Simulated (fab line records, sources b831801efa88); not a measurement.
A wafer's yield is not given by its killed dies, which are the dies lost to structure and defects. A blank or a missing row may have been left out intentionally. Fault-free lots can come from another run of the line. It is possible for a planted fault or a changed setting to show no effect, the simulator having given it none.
Which of the tools did it? :: flow sky130 :: 7 lots with 21 wafers sampled at 3 steps, on a route of 708 steps

WHAT EACH GAUGE READ, for each wafer
SKY_METAL5_THK_MEAS_06: measures by xrf.
lot: L697
measured: day 43 12:16
on: film metro-01
METAL5_ALCU_THK (nm): 1150 1154 1142

lot: L702
measured: day 45 10:53
on: film metro-03
METAL5_ALCU_THK (nm): 1330 1310 1331 1329 1302 1330

lot: L708
measured: day 46 15:23
on: film metro-01
METAL5_ALCU_THK (nm): 1142 1129 1127

lot: L710
measured: day 46 20:22
on: film metro-04
METAL5_ALCU_THK (nm): 1146 1166 1142

lot: L712
measured: day 47 09:04
on: film metro-04
METAL5_ALCU_THK (nm): 1133 1133 1128

lot: L714
measured: day 47 22:37
on: film metro-04
METAL5_ALCU_THK (nm): 1133 1132 1145

lot: L718
measured: day 48 18:35
on: film metro-03
METAL5_ALCU_THK (nm): 1146 1165 1146

WHAT TOOL EACH LOT RAN ON (gives the tool, then ch and the chambers of the sampled wafers, and finally the start)
lot: L697
SKY_METAL4_STRIP_19: plasma asher-04 ch 0,1, day 42 10:57
SKY_METAL5_SPUTTER_04: pvd sputter-03, day 43 12:05

lot: L702
SKY_METAL4_STRIP_19: plasma asher-02 ch 0,1, day 44 09:01
SKY_METAL5_SPUTTER_04: pvd sputter-04, day 45 09:34

lot: L708
SKY_METAL4_STRIP_19: plasma asher-04 ch 0,1, day 45 16:13
SKY_METAL5_SPUTTER_04: pvd sputter-04, day 46 15:12

lot: L710
SKY_METAL4_STRIP_19: plasma asher-01 ch 0,1, day 45 21:17
SKY_METAL5_SPUTTER_04: pvd sputter-02, day 46 20:12

lot: L712
SKY_METAL4_STRIP_19: plasma asher-02 ch 0,1, day 46 10:32
SKY_METAL5_SPUTTER_04: pvd sputter-04, day 47 08:54

lot: L714
SKY_METAL4_STRIP_19: plasma asher-02 ch 0,1, day 46 23:53
SKY_METAL5_SPUTTER_04: pvd sputter-03, day 47 22:26

lot: L718
SKY_METAL4_STRIP_19: plasma asher-01 ch 0,1, day 47 20:27
SKY_METAL5_SPUTTER_04: pvd sputter-02, day 48 18:25
- SKY_METAL4_STRIP_19: strips in O2/N2.
- SKY_METAL5_SPUTTER_04: material TiN, target thk 70 nm, time 58.3 s.

THE ANSWER, worked out from the rows above alone
Rule: the usual values come from the lots themselves. Put in order of their means at a reading, lots are off if they are a third of the lots or fewer, leave a main group of 4 or more, and stand apart from it by a gap of 3 or more times the standard deviation of the main group's means; of several such gaps the widest counts. A main group whose means are all the same, to the digits that the tables above print for the reading, isn't used. Also off: a lot with no number at a reading for which 4 or more lots have one. All remaining lots with rows at the step are treated as sound.
Off: at SKY_METAL5_THK_MEAS_06 (METAL5_ALCU_THK), L702. The main group: mean 1142 nm, standard deviation 8.8.
A tool fits if, at a process step before that reading, it ran every lot that is off, and no sound lot after the first of them. Those tools and the gauges at SKY_METAL5_THK_MEAS_06 are tried in the same way. Not one of the candidates tried fits.

WHAT THE SIMULATOR HAD PUT IN
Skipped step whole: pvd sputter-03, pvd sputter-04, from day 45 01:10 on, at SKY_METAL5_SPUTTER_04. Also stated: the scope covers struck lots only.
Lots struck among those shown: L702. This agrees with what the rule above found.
